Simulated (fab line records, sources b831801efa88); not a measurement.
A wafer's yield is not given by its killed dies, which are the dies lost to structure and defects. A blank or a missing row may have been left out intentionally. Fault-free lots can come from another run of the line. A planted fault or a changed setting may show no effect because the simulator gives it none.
fab line records    flow gf180mcu
record lots=6  wafers=18  lastDay=34
route steps=602 shown V3@455 M4@456
lots that met no fault: from a run of the same line without faults
startH: start of the lot's first displayed wafer, in hours after the record's first day    waitH: hours since the lot's step before    " unchanged from the row above    L1.1+2: several wafers, shown together as one row    - either no value or no given start    * or withheld: withheld    < > ~ a bound
route shown NAME@n: NAME is a module with steps in the file, n the number in the route of the first one    usual: mean/standard deviation taken from wafers without a fault    same: alike in all rows    chamber/n: place in a boat    sites: the reading at each site    _std_site: their standard deviation    _edge_site: the outer-site mean with the inner-site mean subtracted    radiusMm: for every site, how far away it sits from the centre of the wafer    mask NAME#n: copy n    behind: the most recent tool/chamber to have shaped the wafer    hold: why the lot was held/for how many hours/how that ended    device: the n, p or np transistor that did not switch    end of line: the same wafers' tests at the end of the route    step lacking rows: just its recipe    killed: not the wafer's yield, but the dies lost to structure and defects at the first sort    map: the dies of a wafer, with x for killed, . for not killed, _ for no die there
set.NAME: the setting that was run; set.NAME@STEP: the one run at that earlier step    model.NAME: the simulator's own value behind a step, which no gauge read
certain route steps with their lots: each step a table, each wafer a row
services: when a tool's chamber went out of use (startH, in hours from the record's first day, below 0 if earlier), for how many hours, and the reason
## steps
# step GF_V3_CMP_26
# recipe stopOn=SiO2  downForcePsi=3.5  platenRpm=60  tOverpolishS=15  targetThkNm=0  padVelocityMS=0.94248
# usual motorCurrentA=10.9/0.96  overpolishRunS=15.000/0.0088  timeToEndpointS=88/4.3
lot.wafer  tool    chamber  startH  waitH  motorCurrentA  overpolishRunS  timeToEndpointS
L409.2     cmp-02  3        552.37  0.1    11.0           15.005          84
L409.6     "       1        "       "      11.6           15.001          85
L409.5     "       2        "       "      11.9           15.002          88
L413.2     cmp-02  3        582.70  0.2    11.2           15.003          89
L413.5     "       0        "       "      10.3           14.991          89
L413.6     "       1        "       "      12.1           15.017          84
L425.2     cmp-01  2        665.97  0.0    9.4            15.008          92
L425.4     "       0        "       "      12.4           15.006          84
L425.6     "       3        "       "      11.9           14.989          95
L426.2     cmp-02  2        673.93  0.0    11.7           14.995          95
L426.4     "       3        "       "      11.0           14.986          91
L426.1     "       0        "       "      10.2           15.012          90
L427.4     cmp-02  3        675.90  0.1    11.2           14.997          91
L427.6     "       2        "       "      11.9           14.972          94
L427.5     "       3        "       "      11.1           15.016          90
L429.1     cmp-02  3        689.38  0.1    10.7           15.006          89
L429.4     "       0        "       "      10.2           14.993          91
L429.6     "       0        "       "      10.0           15.010          94
# step GF_M4_SPUTTER_00
# recipe material=Ti  targetThkNm=37.5  arrivingIonEnergyEv=80  substrateTempC=200  chamberPressurePa=2  powerW=4000  timeS=150
# step GF_M4_SPUTTER_01
# recipe material=TiN  targetThkNm=30  powerW=6500  timeS=25  chamberPressurePa=0.4
# usual throttleValvePct=29.7/0.91
lot.wafer  tool           chamber  startH  waitH  throttleValvePct
L409.2     pvdSputter-04  -        552.67  0.1    31.0
L409.5     "              -        "       "      28.0
L409.6     "              -        "       "      30.8
L413.2     pvdSputter-03  -        582.95  0.1    30.2
L413.5     "              -        "       "      28.5
L413.6     "              -        "       "      29.3
L425.2     pvdSputter-03  -        666.37  0.1    29.5
L425.4     "              -        "       "      30.3
L425.6     "              -        "       "      28.3
L426.1     pvdSputter-01  -        674.33  0.1    30.4
L426.2     "              -        "       "      29.9
L426.4     "              -        "       "      30.3
L427.4     pvdSputter-04  -        676.25  0.1    29.9
L427.5     "              -        "       "      28.8
L427.6     "              -        "       "      27.8
L429.1     pvdSputter-01  -        689.78  0.1    30.0
L429.4     "              -        "       "      30.3
L429.6     "              -        "       "      29.7
# step GF_M4_SPUTTER_02
# recipe material=AlCu  targetThkNm=450  powerW=10600  timeS=23.9  chamberPressurePa=0.4
# step GF_M4_SPUTTER_03
# recipe material=Ti  targetThkNm=10  substrateTempC=300  chamberPressurePa=0.3  powerW=3000  timeS=6.7
# usual throttleValvePct=29.7/0.9
lot.wafer  tool           chamber  startH  waitH  throttleValvePct
L409.2     pvdSputter-04  -        552.73  0.0    30.7
L409.5     "              -        "       "      28.0
L409.6     "              -        "       "      30.9
L413.2     pvdSputter-03  -        583.01  0.0    30.5
L413.5     "              -        "       "      28.9
L413.6     "              -        "       "      29.5
L425.2     pvdSputter-03  -        666.43  0.0    29.7
L425.4     "              -        "       "      30.3
L425.6     "              -        "       "      28.8
L426.1     pvdSputter-01  -        674.39  0.0    30.3
L426.2     "              -        "       "      29.7
L426.4     "              -        "       "      30.2
L427.4     pvdSputter-04  -        676.31  0.0    30.3
L427.5     "              -        "       "      28.6
L427.6     "              -        "       "      28.0
L429.1     pvdSputter-01  -        689.84  0.0    30.2
L429.4     "              -        "       "      30.4
L429.6     "              -        "       "      29.8
# step GF_M4_SPUTTER_04
# recipe material=TiN  targetThkNm=50  powerW=6500  timeS=39.7  chamberPressurePa=0.4
# usual throttleValvePct=29.7/0.92
lot.wafer  tool           chamber  startH  waitH  throttleValvePct
L409.2     pvdSputter-04  -        552.75  0.0    31.0
L409.5     "              -        "       "      27.9
L409.6     "              -        "       "      30.9
L413.2     pvdSputter-03  -        583.03  0.0    30.3
L413.5     "              -        "       "      28.4
L413.6     "              -        "       "      29.3
L425.2     pvdSputter-03  -        666.45  0.0    29.5
L425.4     "              -        "       "      30.5
L425.6     "              -        "       "      28.6
L426.1     pvdSputter-01  -        674.41  0.0    30.2
L426.2     "              -        "       "      29.8
L426.4     "              -        "       "      30.2
L427.4     pvdSputter-04  -        676.33  0.0    30.4
L427.5     "              -        "       "      28.9
L427.6     "              -        "       "      27.6
L429.1     pvdSputter-01  -        689.86  0.0    30.2
L429.4     "              -        "       "      30.4
L429.6     "              -        "       "      30.0
# step GF_M4_RS_MEAS_05
# recipe thkMeasGauge=four-point-probe  reads=TiN_of_M4_SPUTTER_04+Ti_of_M4_SPUTTER_03+AlCu_of_M4_SPUTTER_02+TiN_of_M4_SPUTTER_01+Ti_of_M4_SPUTTER_00
# usual M4_ALCU_RS=0.0691/0.00075
lot.wafer  tool          chamber  startH  waitH  M4_ALCU_RS[ohm/sq]
L409.2     filmMetro-02  -        552.81  0.0    0.0709
L409.5     "             -        "       "      0.0699
L409.6     "             -        "       "      0.0705
L413.2     filmMetro-04  -        583.09  0.0    0.0692
L413.5     "             -        "       "      0.0681
L413.6     "             -        "       "      0.0690
L425.2     filmMetro-04  -        666.51  0.0    0.0698
L425.4     "             -        "       "      0.0689
L425.6     "             -        "       "      0.0691
L426.1     filmMetro-02  -        674.45  0.0    0.0692
L426.2     "             -        "       "      0.0693
L426.4     "             -        "       "      0.0690
L427.4     filmMetro-04  -        676.43  0.1    0.0688
L427.5     "             -        "       "      0.0688
L427.6     "             -        "       "      0.0693
L429.1     filmMetro-04  -        689.90  0.0    0.0686
L429.4     "             -        "       "      0.0698
L429.6     "             -        "       "      0.0692
# step GF_M4_THK_MEAS_06
# recipe thkMeasGauge=xrf  reads=AlCu_of_M4_SPUTTER_02
# usual M4_ALCU_THK=455/5.2
lot.wafer  tool          chamber  startH  waitH  M4_ALCU_THK[nm]
L409.2     filmMetro-02  -        552.92  0.1    447
L409.5     "             -        "       "      454
L409.6     "             -        "       "      451
L413.2     filmMetro-04  -        583.20  0.1    451
L413.5     "             -        "       "      460
L413.6     "             -        "       "      453
L425.2     filmMetro-04  -        666.62  0.1    451
L425.4     "             -        "       "      456
L425.6     "             -        "       "      455
L426.1     filmMetro-02  -        674.57  0.1    458
L426.2     "             -        "       "      456
L426.4     "             -        "       "      456
L427.4     filmMetro-04  -        676.52  0.1    457
L427.5     "             -        "       "      456
L427.6     "             -        "       "      454
L429.1     filmMetro-04  -        690.02  0.1    456
L429.4     "             -        "       "      450
L429.6     "             -        "       "      455
# step GF_M4_DEHYDRATE_07
# recipe tempC=200  timeS=60
# step GF_M4_HMDS_08
# recipe primeTimeS=60  primeTempC=120
# step GF_M4_COAT_09
# recipe resist=KrF  spinRpm=withheld  resistThkNm=1000
# step GF_M4_SOFTBAKE_10
# recipe tempC=130  timeS=60  resist=KrF
# step GF_M4_EXPOSE_11
# recipe maskId=Metal4  targetCdNm=280  na=0.68  sourceShape=conventional  sigmaOuter=0.6  doseMj=28
lot.wafer   tool           chamber  startH  waitH  mask
L409.2+5+6  krfScanner-02  0        563.81  -      Metal4#0
L413.2+5+6  krfScanner-01  0        593.50  -      Metal4#0
L425.2+4+6  krfScanner-02  0        676.29  -      Metal4#0
L426.1+2+4  krfScanner-02  0        684.37  -      Metal4#0
L427.4+5+6  krfScanner-01  0        686.16  -      Metal4#0
L429.1+4+6  krfScanner-01  0        699.54  -      Metal4#0
# step GF_M4_PEB_12
# recipe pebTempC=135  pebTimeS=90  resist=KrF
# step GF_M4_DEVELOP_13
# recipe developTimeS=60  devTempC=21
# step GF_M4_CD_MEAS_14
# recipe targetCdNm=280
# usual cdNm=280.4/1.3
lot.wafer  tool      chamber  startH  waitH  cdNm
L409.2     cdSem-02  -        574.05  0.1    282.1
L409.5     "         -        "       "      282.3
L409.6     "         -        "       "      281.7
L413.2     cdSem-01  -        603.29  0.1    280.5
L413.5     "         -        "       "      280.8
L413.6     "         -        "       "      280.0
L425.2     cdSem-01  -        684.74  0.1    185.2
L425.4     "         -        "       "      124.1
L425.6     "         -        "       "      247.6
L426.1     cdSem-02  -        693.72  0.1    171.8
L426.2     "         -        "       "      142.4
L426.4     "         -        "       "      205.9
L427.4     cdSem-02  -        695.48  0.1    278.8
L427.5     "         -        "       "      278.6
L427.6     "         -        "       "      278.9
L429.1     cdSem-01  -        708.37  0.1    281.7
L429.4     "         -        "       "      280.8
L429.6     "         -        "       "      281.2
# step GF_M4_OVL_MEAS_15
# usual M4_OVL=1/4.4
lot.wafer  tool        chamber  startH  waitH  M4_OVL[nm]
L409.2     overlay-01  -        574.15  0.1    5
L409.5     "           -        "       "      1
L409.6     "           -        "       "      1
L413.2     overlay-01  -        603.39  0.1    12
L413.5     "           -        "       "      -5
L413.6     "           -        "       "      5
L425.2     overlay-01  -        684.84  0.1    7
L425.4     "           -        "       "      3
L425.6     "           -        "       "      2
L426.1     overlay-01  -        693.84  0.1    -3
L426.2     "           -        "       "      1
L426.4     "           -        "       "      -1
L427.4     overlay-02  -        695.55  0.1    1
L427.5     "           -        "       "      -1
L427.6     "           -        "       "      4
L429.1     overlay-01  -        708.49  0.1    -4
L429.4     "           -        "       "      9
L429.6     "           -        "       "      7
# step GF_M4_METAL_ETCH_16
# recipe chemistry=Cl2/BCl3  maskMaterial=KrF  targetDepthNm=627.5  stopOn=SiO2  pressureMtorr=8  icpW=800  biasW=140  Cl2_flow_sccm=80  bcl3FlowSccm=40  timeS=104.6
# usual chamberPressureMTorr=7.999/0.0068  drypumpMotorCurrentA=5.5/0.44  mfcCl2Sccm=80.00/0.21  oesProductAu=0.972/0.0069  throttleValvePct=28.250/0.011
lot.wafer  tool         chamber  startH  waitH  chamberPressureMTorr  drypumpMotorCurrentA  mfcCl2Sccm  oesProductAu  rfHoursCounterH  throttleValvePct  model.M4.cdNm
L409.2     rieMetal-01  0        574.18  0.0    7.997                 6.0                   79.83       0.962         4                28.262            284.5
L409.5     "            1        "       "      8.003                 5.3                   80.05       0.979         -                28.254            284.8
L409.6     "            0        "       "      7.996                 6.0                   79.74       0.959         -                28.256            284.8
L413.2     rieMetal-01  0        603.46  0.1    8.001                 6.0                   80.37       0.965         -                28.250            283
L413.5     "            0        "       "      8.010                 5.9                   80.41       0.966         -                28.257            284.7
L413.6     "            0        "       "      8.006                 6.0                   80.18       0.972         -                28.265            284.1
L425.2     rieMetal-03  1        684.87  0.0    7.997                 5.5                   80.25       0.966         13               28.259            177.8
L425.4     "            0        "       "      8.010                 4.9                   80.32       0.978         -                28.243            127.8
L425.6     "            1        "       "      7.996                 5.5                   79.76       0.972         -                28.245            235.1
L426.1     rieMetal-02  1        693.88  0.0    7.997                 6.1                   79.80       0.971         4                28.243            175.8
L426.2     "            1        "       "      8.003                 6.1                   79.98       0.979         -                28.248            148.7
L426.4     "            1        "       "      8.004                 6.1                   79.91       0.975         -                28.260            209.8
L427.4     rieMetal-03  1        695.61  0.0    7.996                 5.4                   79.84       0.976         -                28.234            267.6
L427.5     "            1        "       "      8.005                 5.5                   79.81       0.967         -                28.242            268.4
L427.6     "            0        "       "      7.992                 4.9                   79.84       0.980         -                28.250            280.7
L429.1     rieMetal-03  0        708.53  0.0    8.004                 4.9                   80.02       0.978         6                28.236            283.9
L429.4     "            0        "       "      8.008                 4.9                   80.03       0.971         -                28.264            281.6
L429.6     "            0        "       "      7.988                 4.9                   80.26       0.971         -                28.249            284.3
# step GF_M4_STRIP_17
# recipe chemistry=O2/N2  powerW=1400  pressureMtorr=1500  platenTempC=250  o2FlowSccm=3000  n2FlowSccm=300  overashFraction=0.5
# usual chamberPressureMTorr=1500.2/1.4  drypumpMotorCurrentA=5.7/0.6  heaterPowerW=333/25  oesProductAu=0.558/0.0055  stripTimeToEndpointS=7.87/0.049
lot.wafer  tool            chamber  startH  waitH  chamberPressureMTorr  drypumpMotorCurrentA  heaterPowerW  oesProductAu  rfHoursCounterH  stripTimeToEndpointS
L409.2     plasmaAsher-03  0        574.29  0.1    1501.3                6.5                   293           0.553         12               7.92
L409.5     "               0        "       "      1498.2                6.5                   296           0.557         -                7.88
L409.6     "               1        "       "      1501.3                4.9                   347           0.557         -                7.88
L413.2     plasmaAsher-03  1        603.65  0.1    1500.0                4.9                   344           0.555         15               7.91
L413.5     "               0        "       "      1501.1                6.5                   298           0.562         -                7.98
L413.6     "               1        "       "      1501.6                4.9                   350           0.556         -                7.95
L425.2     plasmaAsher-01  1        684.98  0.1    1500.7                6.4                   387           0.560         90               7.86
L425.4     "               0        "       "      1498.0                6.4                   353           0.555         -                7.80
L425.6     "               1        "       "      1500.7                6.4                   387           0.552         -                7.84
L426.1     plasmaAsher-03  1        694.10  0.2    1500.6                4.9                   359           0.554         25               7.90
L426.2     "               0        "       "      1500.8                6.5                   297           0.548         25               7.86
L426.4     "               1        "       "      1502.4                4.9                   356           0.570         -                7.85
L427.4     plasmaAsher-02  1        695.72  0.1    1500.2                5.6                   322           0.564         -                7.84
L427.5     "               1        "       "      1501.0                5.6                   321           0.555         -                7.84
L427.6     "               0        "       "      1498.3                5.4                   338           0.559         -                7.80
L429.1     plasmaAsher-03  1        708.75  0.2    1499.5                4.9                   353           0.567         26               7.84
L429.4     "               1        "       "      1499.4                4.9                   352           0.571         -                7.88
L429.6     "               1        "       "      1502.8                4.9                   354           0.555         -                7.82
## services
tool            chamber  startH  hours  kind
cmp-02          -        529.69  1.1    repair
cmp-02          -        531.84  7.0    pm
pvdSputter-03   -        544.95  1.1    repair
rieMetal-03     1        552.54  4.4    repair
plasmaAsher-03  -        553.80  9.0    pm
krfScanner-02   -        561.47  1.3    pm
plasmaAsher-01  -        561.52  5.7    repair
cmp-01          -        572.00  4.0    pm
rieMetal-01     -        580.50  0.3    repair
cmp-01          -        588.73  1.0    repair
cmp-01          -        592.49  0.5    repair
rieMetal-01     -        625.71  2.6    repair
krfScanner-01   -        635.94  1.3    pm
krfScanner-02   -        637.24  0.8    pm
rieMetal-03     -        637.87  0.6    repair
pvdSputter-03   -        646.24  2.2    repair
cmp-02          -        649.48  5.6    pm
krfScanner-02   -        655.89  1.0    pm
cmp-01          -        656.06  4.4    pm
krfScanner-01   -        682.64  1.0    pm
rieMetal-01     -        693.21  0.2    repair
krfScanner-02   -        694.53  4.0    pm
krfScanner-01   -        698.55  0.8    pm
pvdSputter-04   -        702.33  2.6    repair
## key
firstSign step=GF_M4_CD_MEAS_14  reading=cdNm  direction=down  sigmas=77  usual=280.4  struck=179.5
effect none on later readings
modelEffect step=GF_M4_METAL_ETCH_16  value=M4.cdNm  without=280.8  struck=179.2
metAt GF_M4_EXPOSE_11
struckWafers L425.2,L425.4,L425.6,L426.1,L426.2,L426.4
laterRowsLeftOut L425.2,L425.4,L426.1,L426.2,L426.4
sortLeftOut L425.2,L425.4,L425.6,L426.1,L426.2,L426.4
onsetBetween 563.81 676.29
fault kind=processParameterDrift  tool=krfScanner-02  chamber=-  onsetH=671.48  steps=GF_M4_EXPOSE_11  channel=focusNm  offset=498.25  spreadByWafer=0.3  shape=step  endH=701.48
# sortLeftOut: the simulated sort isn't trusted on such a fault, so these wafers' sort isn't shown, and their yield isn't known
# laterRowsLeftOut: the simulator's readings of these wafers behind a module that went badly wrong aren't trusted and aren't shown, but for the sort
